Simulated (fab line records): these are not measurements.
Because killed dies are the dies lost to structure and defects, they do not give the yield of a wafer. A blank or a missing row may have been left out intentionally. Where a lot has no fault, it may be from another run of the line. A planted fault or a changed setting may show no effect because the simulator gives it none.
What tool caused it? ; flow sky130 ; Sampling: 10 lots, 29 wafers, 6 of 708 route steps

## WHAT THE GAUGES SHOWED, per wafer
SKY_VIA3_RS_MEAS_22: the measuring method here is four-point-probe.
lot;measured;on;VIA3_W_RS (ohm/sq)
L251;day 40 17:28;film-metro-04;0.303 0.298 0.294
L252;day 41 06:13;film-metro-02;0.298 0.299 0.298
L253;day 41 19:37;film-metro-04;0.300 0.302 0.299
L258;day 42 14:30;film-metro-02;0.296 0.292 0.287
L257;day 42 15:09;film-metro-04;0.302 0.290 0.298
L261;day 43 12:46;film-metro-02;0.295 0.292 0.299
L264;day 44 12:07;film-metro-02;0.291 0.301 0.291
L265;day 44 18:35;film-metro-02;0.281 0.272 0.298
L266;day 44 23:34;film-metro-02;0.295 0.279
L273;day 46 13:43;film-metro-04;0.299 0.299 0.295

SKY_VIA3_THK_MEAS_23: measures by xrf.
lot;measured;on;VIA3_W_THK (nm)
L251;day 40 17:35;film-metro-04;371 376 381
L252;day 41 06:20;film-metro-02;376 376 378
L253;day 41 19:44;film-metro-04;376 373 376
L258;day 42 14:37;film-metro-02;380 388 392
L257;day 42 15:16;film-metro-04;373 387 377
L261;day 43 12:53;film-metro-02;378 384 376
L264;day 44 12:14;film-metro-02;388 376 389
L265;day 44 18:41;film-metro-02;403 413 379
L266;day 44 23:40;film-metro-02;383 402
L273;day 46 13:50;film-metro-04;376 375 379

## TOOL THAT RAN EACH LOT (tool first, then ch and the chambers of the sampled wafers, then the start)
lot;SKY_CAPM_METAL_ETCH_13;SKY_CAPM_STRIP_14;SKY_VIA3_ETCH_14;SKY_VIA3_CVD_21
L251;rie-metal-03 ch 0,1, day 38 11:08;plasma-asher-01 ch 0,1, day 38 11:13;rie-diel-01 ch 0,1,2, day 40 16:32;cvd-w-02 ch 0,1, day 40 17:20
L252;rie-metal-01 ch 0,1, day 39 00:24;plasma-asher-01 ch 0,1, day 39 00:29;rie-diel-02 ch 1,3, day 41 05:20;cvd-w-02 ch 1, day 41 06:05
L253;rie-metal-03 ch 1, day 39 14:11;plasma-asher-03 ch 0, day 39 14:20;rie-diel-02 ch 1,3, day 41 18:44;cvd-w-02 ch 0,1, day 41 19:29
L258;rie-metal-01 ch 0,1, day 40 09:20;plasma-asher-04 ch 0,1, day 40 09:24;rie-diel-03 ch 0,1, day 42 13:36;cvd-w-01 ch 0,1, day 42 14:21
L257;rie-metal-01 ch 0,1, day 40 10:35;plasma-asher-03 ch 0,1, day 40 10:39;rie-diel-02 ch 0,2,3, day 42 14:16;cvd-w-01 ch 0,1, day 42 15:02
L261;rie-metal-01 ch 0,1, day 41 08:59;plasma-asher-04 ch 0,1, day 41 09:03;rie-diel-03 ch 0,1, day 43 11:52;cvd-w-01 ch 0,1, day 43 12:38
L264;rie-metal-01 ch 0,1, day 42 09:32;plasma-asher-01 ch 0,1, day 42 09:36;rie-diel-03 ch 0,2,3, day 44 11:14;cvd-w-01 ch 0,1, day 44 11:59
L265;rie-metal-03 ch 0,1, day 42 16:02;plasma-asher-04 ch 0,1, day 42 16:07;rie-diel-03 ch 0,3, day 44 17:39;cvd-w-01 ch 0,1, day 44 18:27
L266;rie-metal-01 ch 0,1, day 42 21:17;plasma-asher-01 ch 0, day 42 21:22;rie-diel-01 ch 2,3, day 44 22:38;cvd-w-01 ch 0, day 44 23:26
L273;rie-metal-02 ch 0,1, day 44 14:50;plasma-asher-01 ch 0,1, day 44 14:55;rie-diel-02 ch 0,2,3, day 46 12:48;cvd-w-02 ch 0,1, day 46 13:35
- SKY_CAPM_METAL_ETCH_13: etches TiN in Cl2/BCl3, stops on SiO2, target depth 220 nm, time 62.9 s.
- SKY_CAPM_STRIP_14: strips in O2/N2.
- SKY_VIA3_ETCH_14: etches BARC in N2/H2, stops on SiO2, time 45.9 s, target depth 60 nm.
- SKY_VIA3_CVD_21: deposits W, target thk 390 nm, time 117.31 s.

## AS READ BY THE TOOLS THEMSELVES (means over the sampled wafers that have a number; for cases with no such wafer, the mark the record gives instead)
SKY_CAPM_METAL_ETCH_13.
lot;tool;bcl3-flow-sccm (sccm);drypump-motor-current-A (A);oes-product-au (a.u.);throttle-valve-pct (%)
L251;rie-metal-03;30.08;5.97;0.948;21.897
L252;rie-metal-01;30.04;5.72;0.935;21.908
L253;rie-metal-03;29.95;5.41;0.950;21.900
L258;rie-metal-01;29.99;5.67;0.941;21.903
L257;rie-metal-01;29.97;5.70;0.934;21.895
L261;rie-metal-01;29.89;5.70;0.934;21.897
L264;rie-metal-01;30.09;5.72;0.948;21.903
L265;rie-metal-03;29.96;5.70;0.945;21.901
L266;rie-metal-01;30.07;5.69;0.953;21.898
L273;rie-metal-02;29.99;6.03;0.940;21.888

SKY_CAPM_STRIP_14.
lot;tool;drypump-motor-current-A (A);o2-flow-sccm (sccm);oes-product-au (a.u.);strip-time-to-endpoint-s (s)
L251;plasma-asher-01;5.5;2983;0.709;12.65
L252;plasma-asher-01;5.3;2995;0.717;12.67
L253;plasma-asher-03;5.4;3002;0.707;12.67
L258;plasma-asher-04;6.3;2999;0.713;12.60
L257;plasma-asher-03;5.9;3000;0.706;12.58
L261;plasma-asher-04;6.3;2994;0.709;12.62
L264;plasma-asher-01;5.3;3007;0.711;12.63
L265;plasma-asher-04;6.3;2995;0.707;12.66
L266;plasma-asher-01;5.0;2999;0.712;12.67
L273;plasma-asher-01;5.3;3001;0.708;12.69

SKY_VIA3_ETCH_14.
lot;tool;drypump-motor-current-A (A);oes-product-au (a.u.);throttle-valve-pct (%)
L251;rie-diel-01;6.0;0.856;13.219
L252;rie-diel-02;5.1;0.854;13.233
L253;rie-diel-02;5.1;0.855;13.229
L258;rie-diel-03;6.0;0.852;13.222
L257;rie-diel-02;5.5;0.854;13.223
L261;rie-diel-03;6.1;0.855;13.223
L264;rie-diel-03;5.9;0.852;13.225
L265;rie-diel-03;5.8;0.853;13.228
L266;rie-diel-01;6.0;0.859;13.224
L273;rie-diel-02;5.5;0.859;13.225

SKY_VIA3_CVD_21.
lot;tool;heater-power-w (W);susceptor-temp-C (C)
L251;cvd-w-02;917;399.86
L252;cvd-w-02;908;399.96
L253;cvd-w-02;918;399.87
L258;cvd-w-01;780;400.32
L257;cvd-w-01;754;399.87
L261;cvd-w-01;767;400.13
L264;cvd-w-01;769;400.03
L265;cvd-w-01;769;399.96
L266;cvd-w-01;782;400.34
L273;cvd-w-02;911;400.10

## THE ANSWER, worked out from the rows above alone
Rule: what is usual is taken from the lots themselves. The widest of any qualifying gaps counts: lots, ordered by their means at a reading, are off when they make up no more than a third of the lots, leave a main group of 4 or more, and stand apart from it by 3 or more times the standard deviation of that group's means. If all means in a main group match to the digits the tables above print for the reading, that group is not used. A lot without any number at a reading at which 4 lots or more have one is off too. All remaining lots with rows at the step are treated as sound. First the gauges in route order, then the tools' own readings, where a lot's mean is used as printed above. At the first step where some lot is off, the reading lying furthest off is the one used; lots without a number count as furthest.
Across all readings shown, no lot is off: no conclusion can be drawn from this.

## WHAT THE SIMULATOR PUT IN
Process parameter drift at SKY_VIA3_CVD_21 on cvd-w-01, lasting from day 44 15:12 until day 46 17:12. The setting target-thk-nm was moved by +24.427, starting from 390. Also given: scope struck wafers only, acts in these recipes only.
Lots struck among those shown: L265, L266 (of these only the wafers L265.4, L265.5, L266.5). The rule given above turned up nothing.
